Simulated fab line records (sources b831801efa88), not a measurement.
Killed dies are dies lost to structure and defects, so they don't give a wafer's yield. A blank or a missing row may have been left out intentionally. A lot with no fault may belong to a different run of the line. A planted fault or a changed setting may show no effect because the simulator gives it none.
fab line records | flow gf180mcu
record: lots: 13 | wafers: 39 | last-day: 34
route steps=602 shown DUAL_GATE@143 V1@350 M2@362
lots that met no fault: from a run of the same line without faults
start-h: hours from the record's opening day to when the first of the lot's shown wafers began | wait-h: time in hours since the lot's previous step | " as in the row above | L1.1+2: several wafers, shown together as one row | - no value, or no start was given | * or withheld: withheld | < > ~ a bound
route shown NAME@n: a module of which the file shows steps, and the number in the route of the first | usual: average and standard deviation across the fault-free wafers | same: alike in all rows | chamber/n: place in a boat | sites: the reading at each site | _std_site: standard deviation across them | _edge_site: mean of outer sites minus mean of inner sites | radius-mm: for every site, how far away it sits from the centre of the wafer | mask NAME#n: copy n | behind: the tool/chamber that last shaped the wafer | hold: why the lot went on hold/how many hours it stayed there/how the hold came to an end | device: names the non-switching transistor (n, p or np) | end of line: tests run on the same wafers once the route is complete | a step given without rows: its recipe and nothing more | killed: count of dies lost to structure and defects at first sort (not the wafer's yield) | map: a wafer's dies, x killed, . not, _ none there
set.NAME: the setting the step ran with; set.NAME@STEP: the setting that earlier step ran with | model.NAME: the simulator's own value behind a step, which no gauge read
the route's steps for a sample of lots (tables are steps, rows are wafers)
services: the hour from which a tool's chamber was out of use, counted from the record's first day as start-h (under 0 if before that day), plus the number of hours and why
== steps ==
step: GF_DUAL_GATE_OXIDATION_02
recipe: temp-c: 900 | ambient: O2 | stabilise-s: 600 | purge-s: 300 | target-thk-a: 108.87 | ox-time-s: 1602
lot.wafer  | tool       | chamber | start-h | wait-h
L191.1+2+5 | furnace-01 | 0       | 162.96  | 1.6
L194.1+2+4 | furnace-01 | 0       | 179.64  | 0.4
L195.3+5+6 | furnace-01 | 0       | 187.22  | 0.6
L196.2+4+6 | furnace-01 | 0       | 193.11  | 0.0
L198.2+3+6 | furnace-01 | 0       | 206.51  | 0.7
L199.1+2+5 | furnace-01 | 0       | 213.06  | 0.8
L200.4+5+6 | furnace-01 | 0       | 217.93  | 0.0
L203.1+3+4 | furnace-02 | 0       | 239.04  | 1.1
L204.2+4+6 | furnace-01 | 0       | 244.78  | 0.0
L211.1+2+5 | furnace-02 | 0       | 292.32  | 0.6
L212.2+3+6 | furnace-02 | 0       | 299.88  | 0.0
L213.1+4+6 | furnace-02 | 0       | 316.89  | 0.0
L214.2+5+6 | furnace-02 | 0       | 318.51  | 0.0
step: GF_DUAL_GATE_THK_MEAS_03
recipe: reads: SiO2_of_DUAL_GATE_OXIDATION_02
usual: DUAL_GATE_OXIDATION_00_THK: 10.93/0.22
lot.wafer | tool          | chamber | start-h | wait-h | DUAL_GATE_OXIDATION_00_THK[nm]
L191.1    | film-metro-01 | -       | 164.40  | 0.0    | 11.08
L191.2    | "             | -       | "       | "      | 11.09
L191.5    | "             | -       | "       | "      | 11.08
L194.1    | film-metro-01 | -       | 181.08  | 0.0    | 11.13
L194.2    | "             | -       | "       | "      | 11.04
L194.4    | "             | -       | "       | "      | 11.22
L195.3    | film-metro-01 | -       | 188.69  | 0.0    | 10.89
L195.5    | "             | -       | "       | "      | 11.02
L195.6    | "             | -       | "       | "      | 11.29
L196.2    | film-metro-02 | -       | 194.57  | 0.0    | 10.75
L196.4    | "             | -       | "       | "      | 11.04
L196.6    | "             | -       | "       | "      | 11.01
L198.2    | film-metro-02 | -       | 207.97  | 0.0    | 11.32
L198.3    | "             | -       | "       | "      | 11.21
L198.6    | "             | -       | "       | "      | 11.30
L199.1    | film-metro-01 | -       | 214.51  | 0.0    | 10.92
L199.2    | "             | -       | "       | "      | 10.86
L199.5    | "             | -       | "       | "      | 10.80
L200.4    | film-metro-03 | -       | 219.41  | 0.0    | 12.52
L200.5    | "             | -       | "       | "      | 12.38
L200.6    | "             | -       | "       | "      | 12.48
L203.1    | film-metro-02 | -       | 240.48  | 0.0    | 10.67
L203.3    | "             | -       | "       | "      | 10.78
L203.4    | "             | -       | "       | "      | 10.81
L204.2    | film-metro-01 | -       | 246.23  | 0.0    | 12.75
L204.4    | "             | -       | "       | "      | 12.73
L204.6    | "             | -       | "       | "      | 12.77
L211.1    | film-metro-01 | -       | 293.77  | 0.0    | 10.64
L211.2    | "             | -       | "       | "      | 10.83
L211.5    | "             | -       | "       | "      | 10.97
L212.2    | film-metro-02 | -       | 301.33  | 0.0    | 10.57
L212.3    | "             | -       | "       | "      | 10.61
L212.6    | "             | -       | "       | "      | 10.87
L213.1    | film-metro-01 | -       | 318.33  | 0.0    | 10.59
L213.4    | "             | -       | "       | "      | 10.54
L213.6    | "             | -       | "       | "      | 10.59
L214.2    | film-metro-01 | -       | 319.96  | 0.0    | 10.86
L214.5    | "             | -       | "       | "      | 10.87
L214.6    | "             | -       | "       | "      | 10.63
step: GF_V1_OVL_MEAS_15
usual: V1_OVL: 1/5.1
lot.wafer | tool       | chamber | start-h | wait-h | V1_OVL[nm]
L191.1    | overlay-02 | -       | 419.12  | 0.1    | -6
L191.2    | "          | -       | "       | "      | -9
L191.5    | "          | -       | "       | "      | -7
L194.1    | overlay-02 | -       | 439.77  | 0.1    | 6
L194.2    | "          | -       | "       | "      | 7
L194.4    | "          | -       | "       | "      | 4
L195.3    | overlay-02 | -       | 456.99  | 0.1    | 4
L195.5    | "          | -       | "       | "      | -1
L195.6    | "          | -       | "       | "      | -1
L196.2    | overlay-01 | -       | 460.78  | 0.1    | -8
L196.4    | "          | -       | "       | "      | -4
L196.6    | "          | -       | "       | "      | -2
L198.2    | overlay-01 | -       | 480.72  | 0.1    | 0
L198.3    | "          | -       | "       | "      | 3
L198.6    | "          | -       | "       | "      | 2
L199.1    | overlay-02 | -       | 487.07  | 0.1    | -1
L199.2    | "          | -       | "       | "      | -1
L199.5    | "          | -       | "       | "      | -1
L200.4    | overlay-01 | -       | 490.79  | 0.1    | -3
L200.5    | "          | -       | "       | "      | 0
L200.6    | "          | -       | "       | "      | -2
L203.1    | overlay-01 | -       | 520.07  | 0.1    | 5
L203.3    | "          | -       | "       | "      | 0
L203.4    | "          | -       | "       | "      | 0
L204.2    | overlay-01 | -       | 528.53  | 0.1    | 7
L204.4    | "          | -       | "       | "      | 5
L204.6    | "          | -       | "       | "      | 6
L211.1    | overlay-01 | -       | 581.55  | 0.1    | -3
L211.2    | "          | -       | "       | "      | 3
L211.5    | "          | -       | "       | "      | -4
L212.2    | overlay-02 | -       | 588.77  | 0.1    | 10
L212.3    | "          | -       | "       | "      | 11
L212.6    | "          | -       | "       | "      | 7
L213.1    | overlay-01 | -       | 607.67  | 0.1    | -2
L213.4    | "          | -       | "       | "      | 5
L213.6    | "          | -       | "       | "      | 3
L214.2    | overlay-01 | -       | 609.41  | 0.1    | -3
L214.5    | "          | -       | "       | "      | -1
L214.6    | "          | -       | "       | "      | 7
step: GF_V1_STRIP_18
recipe: chemistry: O2/N2 | power-w: 1400 | pressure-mtorr: 1500 | platen-temp-c: 250 | o2-flow-sccm: 3000 | n2-flow-sccm: 300 | overash-fraction: 0.5
usual: drypump-motor-current-A: 5.7/0.32 | heater-power-w: 344/28 | o2-flow-sccm: 3001/8.8 | oes-product-au: 0.593/0.0046 | platen-temp-c: 249.99/0.2
lot.wafer | tool            | chamber | start-h | wait-h | drypump-motor-current-A | heater-power-w | o2-flow-sccm | oes-product-au | platen-temp-c | rf-hours-counter-h
L191.1    | plasma-asher-02 | 0       | 419.29  | -      | 5.7                     | 324            | 2990         | 0.584          | 249.74        | 66
L191.2    | "               | 1       | "       | "      | 5.4                     | 382            | 2995         | 0.589          | 250.00        | 66
L191.5    | "               | 1       | "       | "      | 5.5                     | 387            | 3002         | 0.589          | 250.10        | -
L194.1    | plasma-asher-03 | 0       | 439.94  | -      | 5.8                     | 326            | 2997         | 0.593          | 250.15        | 31
L194.2    | "               | 1       | "       | "      | 5.6                     | 345            | 3005         | 0.590          | 250.28        | 31
L194.4    | "               | 0       | "       | "      | 5.8                     | 323            | 3012         | 0.596          | 249.73        | -
L195.3    | plasma-asher-02 | 0       | 457.17  | -      | 5.7                     | 320            | 3005         | 0.582          | 250.12        | -
L195.5    | "               | 1       | "       | "      | 5.5                     | 372            | 3007         | 0.593          | 250.25        | -
L195.6    | "               | 0       | "       | "      | 5.7                     | 319            | 2988         | 0.596          | 249.95        | -
L196.2    | plasma-asher-02 | 0       | 460.94  | -      | 5.7                     | 324            | 2984         | 0.583          | 250.07        | 70
L196.4    | "               | 0       | "       | "      | 5.7                     | 334            | 2988         | 0.594          | 250.22        | -
L196.6    | "               | 0       | "       | "      | 5.7                     | 321            | 3003         | 0.599          | 250.16        | -
L198.2    | plasma-asher-02 | 1       | 480.88  | -      | 5.5                     | 379            | 2987         | 0.588          | 249.84        | 72
L198.3    | "               | 1       | "       | "      | 5.5                     | 378            | 2990         | 0.590          | 249.74        | -
L198.6    | "               | 0       | "       | "      | 5.7                     | 321            | 3014         | 0.589          | 250.01        | -
L199.1    | plasma-asher-01 | 0       | 487.24  | -      | 6.5                     | 357            | 3002         | 0.592          | 249.99        | 6
L199.2    | "               | 1       | "       | "      | 5.8                     | 310            | 3015         | 0.593          | 250.08        | 6
L199.5    | "               | 1       | "       | "      | 5.8                     | 307            | 3003         | 0.598          | 249.86        | -
L200.4    | plasma-asher-02 | 0       | 490.97  | -      | 5.7                     | 312            | 2977         | 0.601          | 249.89        | -
L200.5    | "               | 1       | "       | "      | 5.5                     | 385            | 2980         | 0.588          | 249.74        | -
L200.6    | "               | 0       | "       | "      | 5.7                     | 310            | 3004         | 0.596          | 250.18        | -
L203.1    | plasma-asher-01 | 0       | 520.24  | -      | 6.6                     | 358            | 3001         | 0.595          | 250.05        | 9
L203.3    | "               | 0       | "       | "      | 6.5                     | 367            | 2990         | 0.593          | 250.14        | -
L203.4    | "               | 1       | "       | "      | 5.8                     | 308            | 3007         | 0.591          | 249.93        | -
L204.2    | plasma-asher-02 | 1       | 528.69  | -      | 5.5                     | 375            | 3007         | 0.599          | 249.87        | 78
L204.4    | "               | 0       | "       | "      | 5.7                     | 321            | 2998         | 0.604          | 249.97        | -
L204.6    | "               | 0       | "       | "      | 5.7                     | 333            | 3004         | 0.594          | 250.03        | -
L211.1    | plasma-asher-03 | 0       | 581.72  | -      | 5.8                     | 314            | 2992         | 0.593          | 250.26        | 47
L211.2    | "               | 1       | "       | "      | 5.6                     | 343            | 3004         | 0.587          | 249.47        | 47
L211.5    | "               | 1       | "       | "      | 5.6                     | 336            | 2999         | 0.590          | 250.05        | -
L212.2    | plasma-asher-02 | 1       | 588.93  | -      | 5.5                     | 381            | 2998         | 0.593          | 250.00        | 85
L212.3    | "               | 1       | "       | "      | 5.5                     | 378            | 3014         | 0.589          | 250.20        | -
L212.6    | "               | 1       | "       | "      | 5.4                     | 387            | 3013         | 0.586          | 250.35        | -
L213.1    | plasma-asher-02 | 0       | 607.84  | -      | 5.7                     | 325            | 2994         | 0.592          | 249.81        | 86
L213.4    | "               | 1       | "       | "      | 5.5                     | 395            | 3002         | 0.591          | 250.09        | -
L213.6    | "               | 1       | "       | "      | 5.5                     | 395            | 3001         | 0.598          | 250.23        | -
L214.2    | plasma-asher-03 | 1       | 609.57  | -      | 5.5                     | 342            | 3004         | 0.592          | 250.01        | 50
L214.5    | "               | 0       | "       | "      | 5.8                     | 331            | 2995         | 0.595          | 250.21        | -
L214.6    | "               | 1       | "       | "      | 5.6                     | 334            | 2988         | 0.596          | 250.09        | -
step: GF_M2_SPUTTER_00
recipe: material: Ti | target-thk-nm: 37.5 | arriving-ion-energy-ev: 80 | substrate-temp-c: 200 | chamber-pressure-pa: 2 | power-w: 4000 | time-s: 150
usual: throttle-valve-pct: 30.1/1
lot.wafer | tool           | chamber | start-h | wait-h | throttle-valve-pct
L191.1    | pvd-sputter-04 | -       | 420.52  | 0.1    | 30.8
L191.2    | "              | -       | "       | "      | 31.2
L191.5    | "              | -       | "       | "      | 31.2
L194.1    | pvd-sputter-02 | -       | 441.16  | 0.1    | 29.8
L194.2    | "              | -       | "       | "      | 30.8
L194.4    | "              | -       | "       | "      | 29.9
L195.3    | pvd-sputter-04 | -       | 458.36  | 0.2    | 31.2
L195.5    | "              | -       | "       | "      | 31.0
L195.6    | "              | -       | "       | "      | 30.4
L196.2    | pvd-sputter-04 | -       | 462.16  | 0.2    | 31.3
L196.4    | "              | -       | "       | "      | 30.4
L196.6    | "              | -       | "       | "      | 28.9
L198.2    | pvd-sputter-04 | -       | 482.11  | 0.2    | 31.3
L198.3    | "              | -       | "       | "      | 30.2
L198.6    | "              | -       | "       | "      | 31.2
L199.1    | pvd-sputter-02 | -       | 488.46  | 0.2    | 30.6
L199.2    | "              | -       | "       | "      | 30.8
L199.5    | "              | -       | "       | "      | 30.8
L200.4    | pvd-sputter-02 | -       | 492.16  | 0.1    | 29.6
L200.5    | "              | -       | "       | "      | 30.8
L200.6    | "              | -       | "       | "      | 29.9
L203.1    | pvd-sputter-02 | -       | 521.81  | 0.2    | 30.6
L203.3    | "              | -       | "       | "      | 29.5
L203.4    | "              | -       | "       | "      | 29.8
L204.2    | pvd-sputter-01 | -       | 529.91  | 0.1    | 29.4
L204.4    | "              | -       | "       | "      | 28.3
L204.6    | "              | -       | "       | "      | 28.2
L211.1    | pvd-sputter-04 | -       | 583.24  | 0.1    | 30.0
L211.2    | "              | -       | "       | "      | 30.8
L211.5    | "              | -       | "       | "      | 29.2
L212.2    | pvd-sputter-02 | -       | 590.17  | 0.2    | 29.4
L212.3    | "              | -       | "       | "      | 29.6
L212.6    | "              | -       | "       | "      | 29.7
L213.1    | pvd-sputter-01 | -       | 609.06  | 0.1    | 31.6
L213.4    | "              | -       | "       | "      | 28.2
L213.6    | "              | -       | "       | "      | 28.2
L214.2    | pvd-sputter-01 | -       | 610.89  | 0.2    | 28.2
L214.5    | "              | -       | "       | "      | 31.5
L214.6    | "              | -       | "       | "      | 28.2
== services ==
tool            | chamber | start-h | hours | kind
furnace-01      | -       | 139.03  | 15.3  | repair
furnace-02      | -       | 188.12  | 4.1   | pm
pvd-sputter-02  | -       | 191.90  | 7.2   | repair
furnace-02      | -       | 200.29  | 3.6   | pm
furnace-02      | -       | 223.17  | 3.7   | pm
pvd-sputter-02  | -       | 305.26  | 2.0   | repair
plasma-asher-02 | -       | 340.45  | 2.7   | repair
pvd-sputter-04  | -       | 344.15  | 6.3   | repair
pvd-sputter-04  | -       | 345.39  | 3.0   | repair
pvd-sputter-02  | -       | 356.47  | 1.5   | repair
furnace-02      | -       | 368.07  | 3.1   | pm
furnace-01      | -       | 377.77  | 4.5   | pm
plasma-asher-02 | -       | 380.05  | 0.6   | repair
plasma-asher-02 | -       | 382.30  | 1.6   | repair
furnace-01      | -       | 392.25  | 3.6   | pm
pvd-sputter-02  | -       | 418.40  | 2.2   | repair
furnace-02      | -       | 504.24  | 4.3   | pm
furnace-01      | -       | 508.51  | 1.7   | pm
furnace-01      | -       | 511.97  | 9.8   | repair
pvd-sputter-04  | -       | 516.42  | 2.7   | repair
pvd-sputter-02  | -       | 520.89  | 0.6   | repair
furnace-02      | -       | 535.53  | 2.5   | pm
furnace-01      | -       | 545.70  | 3.0   | pm
plasma-asher-02 | -       | 601.66  | 4.3   | pm
== key ==
first-sign: step: GF_DUAL_GATE_THK_MEAS_03 | reading: DUAL_GATE_OXIDATION_00_THK | direction: up | sigmas: 7.7 | usual: 10.93 | struck: 12.60
effect none on later readings
met-at GF_DUAL_GATE_OXIDATION_02
struck-lots L200,L204
tester-left-out L200,L204
not-acting-at GF_V1_OVL_MEAS_15,GF_V1_STRIP_18,GF_M2_SPUTTER_00
onset-between 213.06 217.93
fault: kind: process-parameter-drift | tool: furnace-01 | chamber: - | onset-h: 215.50 | steps: GF_DUAL_GATE_OXIDATION_02 | channel: ox-time-s | offset: * | shape: step | end-h: 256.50 | acts-in: * | stated: *
tester-left-out: of these lots the tester's yield and bins aren't shown, on N5 and GAA mostly nor the transistor test; their killed dies are dies lost to structure and defects alone, not to doping, threshold or leakage, so they don't give the yield
